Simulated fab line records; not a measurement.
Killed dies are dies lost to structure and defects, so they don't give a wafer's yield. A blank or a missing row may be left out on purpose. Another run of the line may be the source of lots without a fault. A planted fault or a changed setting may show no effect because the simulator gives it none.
A lot that was struck, set against a sound lot	flow gf180mcu	15 steps out of a route of 602
Sound: these wafers, L486.2, L486.3, L486.6. Wafers struck: L496.3, L496.5, L496.6. The cause is given at the end.
Each step with rows lists, per side, the tool, then ch with its chambers, then its first start. Under that, the readings that differ: sound wafers	struck wafers	difference of the means	sigmas: that difference in standard deviations of wafers without a fault.
alike: readings with means less than 2 such deviations apart, plus words and numbers identical on both sides. not compared: withheld readings, readings lacking a value on some wafer, bounds such as >300 that could conceal the same value, and numbers that have no deviation in the record and whose values overlap.
Wherever a step has rows on one side only, a row that says differs or no value, or a row with sigmas, the two part there. Non-overlapping numbers with no deviation appear without sigmas and do not part them. A reading missing from all wafers of one side parts the sides only when that side holds two or more wafers.

first, 7 steps without rows for these wafers: GF_V3_HMDS_07 (prime time 60 s); GF_V3_COAT_08; GF_V3_COAT_09 (resist thk 1000 nm); GF_V3_SOFTBAKE_10 (time 60 s); GF_V3_EXPOSE_11 (exposes mask Via3, target cd 260 nm); GF_V3_PEB_12 (peb time 90 s); GF_V3_DEVELOP_13 (develop time 60 s).
GF_V3_CD_MEAS_14: the cd target is 260 nm.
  struck on cd-sem-02, day 29 05:49; sound on cd-sem-01, day 26 12:02
  alike: cd-nm
GF_V3_OVL_MEAS_15:
  struck on overlay-01, day 29 05:54; sound on overlay-01, day 26 12:08
  alike: V3_OVL
GF_V3_ETCH_16: etches BARC in N2/H2.
  sound on rie-diel-01 ch 0,1, day 26 12:10; struck on rie-diel-01 ch 1,2,3, day 29 05:55
  alike: drypump-motor-current-A, oes-product-au, throttle-valve-pct
GF_V3_ETCH_17: etches SiO2 in C4F8/O2/Ar, stops on TiN, target depth 635 nm.
  sound: rie-diel-01 ch 0,1; struck: rie-diel-01 ch 1,2,3
  alike: oes-product-au
GF_V3_STRIP_18: strips in O2/N2.
  sound on plasma-asher-02 ch 0,1, day 26 12:18; struck on plasma-asher-03 ch 0,1, day 29 06:05
  alike: chamber-pressure-mTorr, drypump-motor-current-A, heater-power-w, oes-product-au
  not compared: rf-hours-counter-h
GF_V3_STRIP_19: strips in post etch residue remover, time 1200 s.
  sound on wet-bench-04 ch 0, day 26 12:24; struck on wet-bench-03 ch 0, day 29 06:09
  no value came back on the struck wafers for bath-guard-temp-C (C), bath-heat-duty-pct (%); on the sound wafers bath-guard-temp-C (C) reads 72.6 72.9 72.5
then, 1 step without rows for these wafers: GF_V3_CLEAN_20 (cleans in DIW).
-- the record jumps here: 5 days lie between the struck wafers' starts before and after (it left off in module V3 and takes up again in module PASSIVATION, whose first step shown is number 602 of the route) --
GF_PASSIVATION_PROBE_99:
  struck on prober-02, day 34 15:31; sound on prober-02, day 32 10:58
reading	sound	struck	difference	sigmas
model.etest.via3-chain.rc-ohm	6.375 6.365 6.241	7.415 7.281 7.675	+1.130	

## WHERE THEY PART
GF_V3_STRIP_19 only, going by this record.

WHY: the cause the simulator had injected
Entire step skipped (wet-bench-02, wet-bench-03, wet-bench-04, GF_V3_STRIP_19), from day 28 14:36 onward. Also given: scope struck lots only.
